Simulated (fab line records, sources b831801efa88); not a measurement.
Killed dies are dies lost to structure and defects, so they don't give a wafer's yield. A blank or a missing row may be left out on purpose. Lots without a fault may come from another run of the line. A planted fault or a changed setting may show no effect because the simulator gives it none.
One fault seen from 2 desks | flow gf180mcu | each desk has only its own numbers; what lay behind them comes last

THE TOOL OWNER'S DESK: rie_si-02
The tool's own readings at GF_STI_ETCH_14 (etches Si in HBr/Cl2/O2, target depth 360 nm, time 102.9 s): means of the sampled wafers that have a number, for each lot that ran on this tool. A lot is out of limits, marked OUT, if its mean lies more than 4 standard deviations from the usual mean; the brackets give that distance.
Columns: A = bias_w at GF_STI_ETCH_14, usual 150.0 W; B = drypump_motor_current_A at GF_STI_ETCH_14, usual 5.8 A; C = oes_product_au at GF_STI_ETCH_14, usual 1.008 a.u.; D = rf_fwd_power_W at GF_STI_ETCH_14, usual 596.2 W; E = throttle_valve_pct at GF_STI_ETCH_14, usual 25.651 %
lot  | first seen here | A     | B   | C                | D     | E
L120 | day 3 03:49     | 150.0 | 6.2 | 0.993            | 594.7 | 25.659
L123 | day 3 18:16     | 149.8 | 6.3 | 1.011            | 596.0 | 25.652
L125 | day 4 04:37     | 149.6 | 5.9 | 1.002            | 594.0 | 25.663
L130 | day 5 06:34     | 150.2 | 6.3 | 1.042            | 597.6 | 25.617
L131 | day 5 11:58     | 149.8 | 5.8 | 1.064 (+5.6) OUT | 598.1 | 25.616
This desk's finding: out of limits on L131; first on L131, day 5 11:58 (oes_product_au at GF_STI_ETCH_14). In limits: L120, L123, L125, L130.

THE METROLOGY DESK
What the gauges read, lot by lot, whatever tool the lot ran on: means of the sampled wafers that have a number. A lot is out of limits, marked OUT, if its mean lies more than 4 standard deviations from the usual mean; the brackets give that distance.
Columns: A = NWELL_TW at GF_NWELL_TW_MEAS_11, usual 1568; B = NWELL_RS at GF_VT_IMPLANT_RS_MEAS_47, usual 487.9 ohm/sq
lot  | first seen here | A    | B
L116 | day 3 13:54     | 1585 | 487.0
L118 | day 3 23:38     | 1562 | 489.6
L120 | day 4 11:37     | 1547 | 488.1
L123 | day 5 02:29     | 1579 | 488.2
L124 | day 5 09:42     | 1554 | 488.1
L125 | day 5 15:46     | 1552 | 488.5
L130 | day 6 17:54     | 1587 | 487.8
L131 | day 6 23:13     | 1587 | 486.6
L133 | day 7 11:13     | 1564 | 487.7
L134 | day 7 16:28     | 1576 | 488.6
L135 | day 7 20:22     | 1562 | 489.4
L136 | day 8 02:31     | 1558 | 487.5
This desk's finding: nothing out of limits on any of the 12 lots.

PUT TOGETHER
The tool owner's desk could have raised an alarm at day 5 11:58, on L131.
The metrology desk saw nothing out of limits.
The metrology desk has L131 on record, within its limits.
Of the lots named, all ran GF_STI_ETCH_14 on rie_si-02.

WHAT THE SIMULATOR HAD PUT IN
Process parameter drift: rie_si-02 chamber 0, from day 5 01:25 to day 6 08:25, at GF_STI_ETCH_14. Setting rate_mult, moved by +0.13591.
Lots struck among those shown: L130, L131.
Hours from the fault's start to each desk's first reading out of limits: the tool owner's desk, 11.
